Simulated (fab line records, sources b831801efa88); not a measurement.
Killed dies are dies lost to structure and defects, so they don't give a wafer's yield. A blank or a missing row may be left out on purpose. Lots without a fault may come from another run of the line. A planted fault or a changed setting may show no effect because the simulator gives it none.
fab line records | flow sfq_line
record lots=6 wafers=18 last_day=92
route steps=325 shown JJ@190 M5@198
lots that met no fault: from a run of the same line without faults
start_h: hours from the record's first day to the start of the lot's first wafer shown | wait_h: hours since the lot's step before | " the same as in the row above | L1.1+2: a row that stands for several wafers | - no value, or no start given | * or withheld: withheld | < > ~ a bound
route shown NAME@n: a module of which the file shows steps, and the number in the route of the first | usual: mean/standard deviation of fault-free wafers | same: alike in all rows | chamber/n: place in a boat | sites: the reading at each site | _std_site: their standard deviation | _edge_site: outer sites' mean less inner sites' | radius_mm: how far each site lies from the wafer's centre | mask NAME#n: copy n | behind: the tool/chamber that last shaped the wafer | hold: why the lot was held/for how many hours/how that ended | device: the transistor (n, p or np) that didn't switch | end of line: the same wafers' tests at the end of the route | a step without rows: its recipe alone | killed: dies lost to structure and defects at the first sort, not the wafer's yield | map: a wafer's dies, x killed, . not, _ none there
set.NAME: the setting as run; set.NAME@STEP: as run at that earlier step | model.NAME: the simulator's own value behind a step, which no gauge read
lots at some steps of the route; a table a step, a row a wafer
services: from which hour (start_h, from the record's first day; less than 0 if before it) a tool's chamber was out of use, for how many hours, and why
## steps
# step SFQ_TRILAYER_JJ_CE_LITHO_DEVELOP_116
# recipe time_s=60 resist=KrF
# step SFQ_JJ_OVL_MEAS_931
# usual J5_OVL=-3/4.1
# columns lot.wafer tool chamber start_h wait_h J5_OVL[nm]
L389.3 overlay-01 - 1473.40 0.1 -2
L389.4 " - " " 0
L389.6 " - " " 2
L390.2 overlay-01 - 1478.20 0.1 -3
L390.5 " - " " -3
L390.6 " - " " -3
L394.2 overlay-01 - 1502.20 0.1 0
L394.4 " - " " -8
L394.6 " - " " 2
L395.3 overlay-02 - 1508.20 0.1 3
L395.5 " - " " -1
L395.6 " - " " -5
L406.1 overlay-01 - 1652.15 0.1 -14
L406.2 " - " " -15
L406.6 " - " " -12
L408.1 overlay-01 - 1661.75 0.1 -4
L408.2 " - " " -1
L408.5 " - " " -1
# step SFQ_TRILAYER_JJ_CE_METRO_MEASURE_117
# usual cd_nm=699.9/1.4
# columns lot.wafer tool chamber start_h wait_h cd_nm
L389.3 cd_sem-02 - 1473.83 0.4 702.2
L389.4 " - " " 702.1
L389.6 " - " " 701.7
L390.2 cd_sem-01 - 1478.43 0.2 699.8
L390.5 " - " " 701.2
L390.6 " - " " 699.0
L394.2 cd_sem-01 - 1502.43 0.2 700.9
L394.4 " - " " 701.4
L394.6 " - " " 701.5
L395.3 cd_sem-02 - 1508.63 0.4 698.7
L395.5 " - " " 698.2
L395.6 " - " " 699.0
L406.1 cd_sem-01 - 1652.18 0.0 700.9
L406.2 " - " " 700.6
L406.6 " - " " 699.6
L408.1 cd_sem-01 - 1661.78 0.0 703.7
L408.2 " - " " 702.2
L408.5 " - " " 702.6
# step SFQ_TRILAYER_JJ_CE_BARC_OPEN_RIE_150
# recipe mask_material=PR chemistry=O2 target_depth_nm=240 target=BARC icp_w=600 bias_w=80 pressure_mtorr=10 time_s=80
# usual drypump_motor_current_A=5.5/0.3 oes_product_au=0.538/0.0046
# columns lot.wafer tool chamber start_h wait_h drypump_motor_current_A oes_product_au rf_hours_counter_h
L389.3 rie_metal-04 1 1474.66 0.6 5.5 0.538 -
L389.4 " 0 " " 5.4 0.539 -
L389.6 " 0 " " 5.4 0.532 -
L390.2 rie_metal-04 0 1479.43 0.8 5.4 0.545 111
L390.5 " 1 " " 5.5 0.533 -
L390.6 " 0 " " 5.4 0.533 -
L394.2 rie_metal-01 1 1503.43 0.8 6.0 0.542 36
L394.4 " 1 " " 6.0 0.534 -
L394.6 " 0 " " 5.3 0.547 -
L395.3 rie_metal-03 0 1509.46 0.6 5.9 0.528 -
L395.5 " 0 " " 5.9 0.535 -
L395.6 " 1 " " 5.2 0.537 -
L406.1 rie_metal-03 1 1653.38 1.0 5.1 0.531 76
L406.2 " 0 " " 5.9 0.537 92
L406.6 " 1 " " 5.2 0.534 -
L408.1 rie_metal-01 0 1662.98 1.0 5.3 0.534 52
L408.2 " 1 " " 6.0 0.536 57
L408.5 " 0 " " 5.3 0.533 -
# step SFQ_TRILAYER_JJ_CE_ETCH_RIE_118
# recipe target=Nb stop_on=Al2O3 mask_material=PR taper_deg=13.257 over_etch_frac=0.15 time_s=97.7 chemistry=SF6 target_depth_nm=170 icp_w=600 bias_w=80 pressure_mtorr=10
# usual drypump_motor_current_A=5.5/0.3 oes_product_au=0.989/0.011
# columns lot.wafer tool chamber start_h wait_h drypump_motor_current_A oes_product_au rf_hours_counter_h
L389.3 rie_metal-04 1 1474.76 0.1 5.5 0.980 -
L389.4 " 0 " " 5.4 0.992 -
L389.6 " 0 " " 5.4 0.985 -
L390.2 rie_metal-04 0 1479.52 0.1 5.4 1.002 111
L390.5 " 1 " " 5.5 1.002 -
L390.6 " 0 " " 5.4 0.997 -
L394.2 rie_metal-01 1 1503.52 0.1 6.0 0.999 36
L394.4 " 1 " " 6.0 1.008 -
L394.6 " 0 " " 5.3 0.975 -
L395.3 rie_metal-03 0 1509.56 0.1 5.9 0.983 -
L395.5 " 0 " " 5.9 0.985 -
L395.6 " 1 " " 5.2 0.989 -
L406.1 rie_metal-03 1 1653.48 0.1 5.1 0.992 76
L406.2 " 0 " " 5.9 0.994 92
L406.6 " 1 " " 5.1 0.993 -
L408.1 rie_metal-01 0 1663.08 0.1 5.3 0.960 52
L408.2 " 1 " " 6.0 0.990 57
L408.5 " 0 " " 5.3 0.969 -
# step SFQ_TRILAYER_JJ_ANODIZE_ANODIZE_119
# recipe current_density_ma_cm2=withheld end_current_density_ma_cm2=withheld bath_temp_c=withheld
# step SFQ_TRILAYER_JJ_CE_STRIP_STRIP_120
# recipe gas=O2 power_w=200 platen_temp_c=40 overash_fraction=0.65 chemistry=O2 pressure_mtorr=50
# usual drypump_motor_current_A=5.5/0.33 oes_product_au=0.999/0.017
# columns lot.wafer tool chamber start_h wait_h drypump_motor_current_A oes_product_au rf_hours_counter_h
L389.3 rie_metal-03 0 1475.57 0.2 5.9 1.022 -
L389.4 " 1 " " 5.1 0.992 -
L389.6 " 1 " " 5.1 0.989 -
L390.2 rie_metal-03 1 1480.13 0.0 5.2 0.991 55
L390.5 " 0 " " 5.9 1.026 -
L390.6 " 1 " " 5.1 0.987 -
L394.2 rie_metal-03 0 1504.17 0.0 5.9 1.027 73
L394.4 " 0 " " 6.0 1.014 -
L394.6 " 0 " " 5.9 1.016 -
L395.3 rie_metal-01 1 1510.33 0.2 6.0 1.022 -
L395.5 " 1 " " 6.0 1.009 -
L395.6 " 0 " " 5.3 0.974 -
L406.1 rie_metal-04 1 1654.08 0.0 5.5 0.994 95
L406.2 " 0 " " 5.4 1.023 16
L406.6 " 0 " " 5.4 1.037 -
L408.1 rie_metal-04 0 1663.68 0.0 5.4 1.018 17
L408.2 " 1 " " 5.5 0.992 97
L408.5 " 1 " " 5.5 0.984 -
# step SFQ_TRILAYER_JJ_CE_STRIP_SOLV_CLEAN_121
# recipe chemistry=NMP temp_c=70 time_s=600
# step SFQ_TRILAYER_M5_LITHO_COAT_128
# recipe resist=BARC spin_rpm=3000 resist_thk_nm=62
# step SFQ_TRILAYER_M5_LITHO_COAT_123
# recipe resist=KrF spin_rpm=3000 resist_thk_nm=600
# step SFQ_TRILAYER_M5_LITHO_SOFTBAKE_127
# recipe temp_c=withheld time_s=withheld resist=KrF
# step SFQ_TRILAYER_M5_LITHO_EXPOSE_124
# recipe mask_id=M5 na=0.6 source_shape=conventional sigma_outer=0.65 target_cd_nm=700 dose_mj=14.4
# step SFQ_TRILAYER_M5_LITHO_PEB_126
# recipe peb_temp_c=115 peb_time_s=60 resist=KrF
# usual chill_plate_temp_C=23.00/0.1 exhaust_pa=45.0/0.9
# columns lot.wafer tool chamber start_h wait_h chill_plate_temp_C exhaust_pa
L389.3 litho_track-03 0 1581.49 0.7 22.81 44.4
L389.4 " 0 " " 22.89 44.2
L389.6 " 0 " " 22.96 45.9
L390.2 litho_track-01 0 1589.37 0.8 23.04 45.6
L390.5 " 0 " " 22.98 44.9
L390.6 " 0 " " 23.01 44.4
L394.2 litho_track-03 - 1608.67 0.8 - -
L394.4 " - " " - -
L394.6 " - " " - -
L395.3 litho_track-04 - 1613.50 0.7 - -
L395.5 " - " " - -
L395.6 " - " " - -
L406.1 litho_track-03 0 1747.27 1.0 22.92 44.8
L406.2 " 0 " " 23.06 45.0
L406.6 " 0 " " 22.97 44.7
L408.1 litho_track-04 0 1756.87 1.0 23.03 45.1
L408.2 " 0 " " 22.95 45.3
L408.5 " 0 " " 22.88 46.1
# step SFQ_TRILAYER_M5_LITHO_DEVELOP_125
# recipe time_s=60 resist=KrF
## services
# columns tool chamber start_h hours kind
cd_sem-01 - 1450.90 0.4 pm
cd_sem-02 - 1455.15 1.5 pm
cd_sem-02 - 1456.61 0.7 pm
cd_sem-02 - 1457.35 1.3 pm
rie_metal-01 - 1474.81 1.4 pm
cd_sem-01 - 1483.54 1.2 pm
rie_metal-04 0 1519.39 - clean
cd_sem-02 - 1526.83 15.0 repair
cd_sem-02 - 1568.26 2.3 pm
cd_sem-01 - 1570.51 0.7 pm
cd_sem-01 - 1572.93 1.8 pm
cd_sem-01 - 1588.77 1.0 pm
rie_metal-03 - 1600.04 2.0 repair
cd_sem-02 - 1610.58 1.3 pm
cd_sem-01 - 1611.90 1.0 pm
cd_sem-02 - 1613.63 0.2 pm
rie_metal-03 - 1622.14 0.2 repair
cd_sem-02 - 1624.92 0.9 pm
rie_metal-04 - 1642.61 1.8 repair
rie_metal-04 - 1679.48 15.6 pm
cd_sem-02 - 1752.26 1.1 pm
rie_metal-01 0 1752.37 4.8 repair
cd_sem-01 - 1753.31 0.8 pm
cd_sem-01 - 1754.07 1.2 pm
## key
first_sign step=SFQ_TRILAYER_M5_LITHO_PEB_126 reading=tool_record direction=missing
effect none on later readings
met_at SFQ_TRILAYER_M5_LITHO_PEB_126
struck_wafers L394.2,L394.4,L394.6,L395.3,L395.5,L395.6
onset_between 1581.49 1608.67
fault kind=skipped_step_whole tool=litho_track-03,litho_track-04 chamber=- onset_h=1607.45 steps=SFQ_TRILAYER_M5_LITHO_PEB_126 scope=struck_lots_only
